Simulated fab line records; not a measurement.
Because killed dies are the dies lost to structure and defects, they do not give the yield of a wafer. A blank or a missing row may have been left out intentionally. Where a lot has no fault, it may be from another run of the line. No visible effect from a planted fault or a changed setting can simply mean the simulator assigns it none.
Chamber matching | flow gf180mcu | GF_V2_CMP_26 on cmp-01: 4 sister chambers
The step polishes, stops on SiO2, t overpolish 15 s, target thk 0 nm. 8 wafers are shown with their chamber, then 11 later ones without.

WAFERS WITH THEIR CHAMBER
wafer  | chamber | motorCurrentA (A) | timeToEndpointS (s)
L085.1 | 1       | 8.9               | 86
L085.6 | 2       | 10.6              | 80
L090.3 | 3       | 11.0              | 88
L090.4 | 2       | 10.3              | 85
L090.6 | 3       | 11.2              | 87
L093.5 | 1       | 9.8               | 86
L093.6 | 0       | 11.7              | 94
L095.1 | 0       | 11.2              | 91

WAFERS WHOSE CHAMBER IS MISSING
wafer  | motorCurrentA (A) | timeToEndpointS (s)
L095.4 | 9.1               | 87
L095.6 | 11.2              | 88
L094.1 | 10.7              | 94
L094.4 | 11.3              | 89
L094.5 | 10.9              | 87
L096.3 | 9.5               | 85
L096.4 | 11.4              | 85
L096.6 | 11.5              | 87
L097.2 | 10.5              | 82
L097.5 | 11.1              | 83
L097.6 | 11.5              | 86

WHICH CHAMBER EACH ONE RAN IN
wafer  | from the rows above          | in truth
L095.4 | 1                            | 1
L095.6 | can't be placed: 3 or 0      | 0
L094.1 | can't be placed: 0 or 3      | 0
L094.4 | can't be placed: 3 or 0      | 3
L094.5 | can't be placed: 3 or 2      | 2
L096.3 | 1                            | 1
L096.4 | can't be placed: 3 or 2      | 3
L096.6 | can't be placed: 3 or 0      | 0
L097.2 | 2                            | 2
L097.5 | can't be placed: 2 or 3      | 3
L097.6 | can't be placed: 3 or 0 or 2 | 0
Placed correctly: 3 of 11. Unplaceable from these rows: 8, with the true chamber sitting among the candidates in 8. Wrongly placed: 0.
How it was worked out, from the rows above alone: a wafer's distance from a chamber is the root of the sum, over the readings, of the square of ((its reading less the chamber's mean) divided by the reading's scatter). If the next closest chamber is less than 2 further off than the closest, the wafer can't be placed; otherwise it belongs to the closest. Each chamber's mean is taken over the wafers shown for it. The scatter: take each reading less its chamber's mean, square it, sum over the shown wafers, divide by the number of wafers less the number of chambers, and take the root.
